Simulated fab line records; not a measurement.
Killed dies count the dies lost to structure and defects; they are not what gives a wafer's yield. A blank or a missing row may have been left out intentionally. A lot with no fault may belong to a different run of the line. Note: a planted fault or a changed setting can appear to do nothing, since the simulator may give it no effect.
Check for tools in common ; flow sky130 ; Sample size 15 lots and 45 wafers

## THE REASON FOR OPENING IT
SKY_NWELL_TW_MEAS_26, reading NWELL_2_TW: flagged on 3 of 15 lots. Fault-free wafers read 493, with a standard deviation of 3.3.
Rule: a lot gets a flag if all its wafers with a number sit over 4 standard deviations from that mean, or if no wafer of it has a number. All remaining lots are regarded as sound.

lot;measured;on;NWELL_2_TW, wafer by wafer;flag
L872;day 5 15:16;film-metro-03;488 491 490;
L873;day 5 23:30;film-metro-04;496 498 496;
L874;day 6 02:58;film-metro-04;497 493 497;
L875;day 6 08:34;film-metro-04;30 30 30;FLAGGED
L876;day 6 13:13;film-metro-03;30 29 30;FLAGGED
L877;day 6 21:12;film-metro-04;30 30 30;FLAGGED
L878;day 7 01:37;film-metro-02;495 493 495;
L885;day 8 19:30;film-metro-03;492 494 494;
L887;day 9 06:55;film-metro-02;489 492 490;
L888;day 9 14:43;film-metro-02;495 491 495;
L889;day 9 18:16;film-metro-03;492 490 489;
L890;day 10 02:47;film-metro-04;493 493 496;
L891;day 10 11:48;film-metro-03;489 490 488;
L892;day 10 15:31;film-metro-02;487 488 492;
L893;day 10 21:49;film-metro-03;490 490 491;
Averaged over the flagged lots the numbers come to 30, -463 from the usual (-99 or more standard deviations).

## LOT BY LOT: THE TOOL USED
The record holds 2 process steps before the reading, out of a route of 708 steps. In each cell: the tool, then ch and the chambers that the sampled wafers went through, then the start.
lot;flag;SKY_NWELL_STRIP_14;SKY_NWELL_STRIP_25
L872;;plasma-asher-01 ch 1, day 4 21:19;plasma-asher-01 ch 1, day 5 15:10
L873;;plasma-asher-01 ch 0,1, day 5 04:41;plasma-asher-02 ch 0,1, day 5 23:25
L874;;plasma-asher-01 ch 0,1, day 5 08:30;plasma-asher-02 ch 0,1, day 6 02:52
L875;FLAGGED;plasma-asher-02 ch 0,1, day 5 14:04;plasma-asher-04 ch 0,1, day 6 08:28
L876;FLAGGED;plasma-asher-01 ch 0,1, day 5 18:28;plasma-asher-01 ch 0,1, day 6 13:07
L877;FLAGGED;plasma-asher-02 ch 0,1, day 6 01:52;plasma-asher-01 ch 0,1, day 6 21:06
L878;;plasma-asher-02 ch 0,1, day 6 06:31;plasma-asher-04 ch 0,1, day 7 01:31
L885;;plasma-asher-02 ch 0,1, day 7 22:52;plasma-asher-02 ch 0,1, day 8 19:24
L887;;plasma-asher-02 ch 0,1, day 8 10:43;plasma-asher-01 ch 0,1, day 9 06:50
L888;;plasma-asher-01 ch 0,1, day 8 17:16;plasma-asher-02 ch 1, day 9 14:37
L889;;plasma-asher-04 ch 0,1, day 8 20:22;plasma-asher-01 ch 0,1, day 9 18:10
L890;;plasma-asher-02 ch 0,1, day 9 05:02;plasma-asher-02 ch 0,1, day 10 02:43
L891;;plasma-asher-01 ch 0,1, day 9 13:40;plasma-asher-01 ch 0,1, day 10 11:42
L892;;plasma-asher-02 ch 0,1, day 9 17:15;plasma-asher-04 ch 0,1, day 10 15:25
L893;;plasma-asher-01 ch 1, day 9 22:58;plasma-asher-01 ch 0,1, day 10 21:42
What these steps do:
- SKY_NWELL_STRIP_14: strips in O2/N2.
- SKY_NWELL_STRIP_25: strips in O2/N2.
- SKY_NWELL_TW_MEAS_26

## FLAGGED OVER TOTAL, TOOL BY TOOL (the gauges that took the reading come last)
step;tool;lots run;flagged;share of the flagged lots;sound lots run after its first flagged lot
SKY_NWELL_STRIP_14;plasma-asher-01;7;1;some;3 (L888,L891,L893)
SKY_NWELL_STRIP_14;plasma-asher-02;7;2;some;5 (L878,L885,L887,L890,L892)
SKY_NWELL_STRIP_14;plasma-asher-04;1;0;none;-
SKY_NWELL_STRIP_25;plasma-asher-01;7;2;some;4 (L887,L889,L891,L893)
SKY_NWELL_STRIP_25;plasma-asher-02;5;0;none;-
SKY_NWELL_STRIP_25;plasma-asher-04;3;1;some;2 (L878,L892)
SKY_NWELL_TW_MEAS_26;film-metro-02;4;0;none;-
SKY_NWELL_TW_MEAS_26;film-metro-03;6;1;some;4 (L885,L889,L891,L893)
SKY_NWELL_TW_MEAS_26;film-metro-04;5;2;some;1 (L890)

## WHAT THE TABLE ALLOWS
No row of the table ran every flagged lot.

## WHAT THE SIMULATOR PUT IN
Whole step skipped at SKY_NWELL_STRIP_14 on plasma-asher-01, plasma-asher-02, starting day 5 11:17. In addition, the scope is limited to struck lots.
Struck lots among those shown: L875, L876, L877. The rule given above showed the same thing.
